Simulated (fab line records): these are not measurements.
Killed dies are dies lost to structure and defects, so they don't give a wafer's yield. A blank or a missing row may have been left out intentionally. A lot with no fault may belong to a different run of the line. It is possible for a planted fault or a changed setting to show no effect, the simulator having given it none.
Which tool did it? + flow sfq line + 14 lots, 42 wafers sampled, at 1 step of a route of 325

== WHAT EACH GAUGE READ, for each wafer ==
SFQ_M0_RS_MEAS_904: the measuring method here is four-point-probe. Usual: for M0_NB_RS the level is 0.909 ohm/sq and the standard deviation is 0.01.
| lot  | measured     | on            | M0_NB_RS (ohm/sq) | flag |
|------|--------------|---------------|-------------------|------|
| L688 | day 8 22:52  | film metro-02 | 0.896 0.906 0.895 |      |
| L689 | day 9 09:35  | film metro-02 | 0.915 0.905 0.904 |      |
| L690 | day 9 15:37  | film metro-02 | 0.917 0.917 0.930 |      |
| L691 | day 9 22:53  | film metro-02 | 0.905 0.916 0.903 |      |
| L693 | day 10 07:17 | film metro-02 | 0.902 0.911 0.898 |      |
| L694 | day 10 12:46 | film metro-02 | 0.923 0.920 0.915 |      |
| L698 | day 11 06:42 | film metro-02 | 0.884 0.898 0.908 |      |
| L702 | day 12 09:40 | film metro-02 | 0.914 0.913 0.910 |      |
| L703 | day 12 13:16 | film metro-03 | 0.901 0.916 0.902 |      |
| L705 | day 13 00:14 | film metro-04 | 0.915 0.916 0.925 |      |
| L706 | day 13 01:25 | film metro-03 | 0.917 0.919 0.924 |      |
| L707 | day 13 03:50 | film metro-03 | 0.905 0.902 0.910 |      |
| L708 | day 13 05:01 | film metro-03 | 0.903 0.895 0.901 |      |
| L709 | day 13 06:13 | film metro-02 | 0.894 0.895 0.898 |      |

== EACH LOT AND THE TOOL THAT RAN IT (in order: tool; ch and the chambers of the sampled wafers; start) ==
The record holds no process step before these readings.

== AS READ BY THE TOOLS THEMSELVES (means over the sampled wafers that have a number; for cases with no such wafer, the mark the record gives instead) ==
The record holds no such reading with a usual standard deviation.

== THE ANSWER, worked out from the rows above alone ==
Rule: a lot is off if the mean of its wafers that have a number lies more than 3 standard deviations from the usual mean. Also off: a lot with no number at a reading for which 4 or more lots have one. Where the step has rows for the other lots, those lots are counted as sound. The gauges are gone through in route order, then the tools' own readings, and for those a lot's mean is taken as printed above. At the first step where some lot is off, the reading lying furthest off is the one used; lots without a number count as furthest.
None of the lots is off at any reading shown; this tells nothing.

== WHAT HAD BEEN PUT IN BY THE SIMULATOR ==
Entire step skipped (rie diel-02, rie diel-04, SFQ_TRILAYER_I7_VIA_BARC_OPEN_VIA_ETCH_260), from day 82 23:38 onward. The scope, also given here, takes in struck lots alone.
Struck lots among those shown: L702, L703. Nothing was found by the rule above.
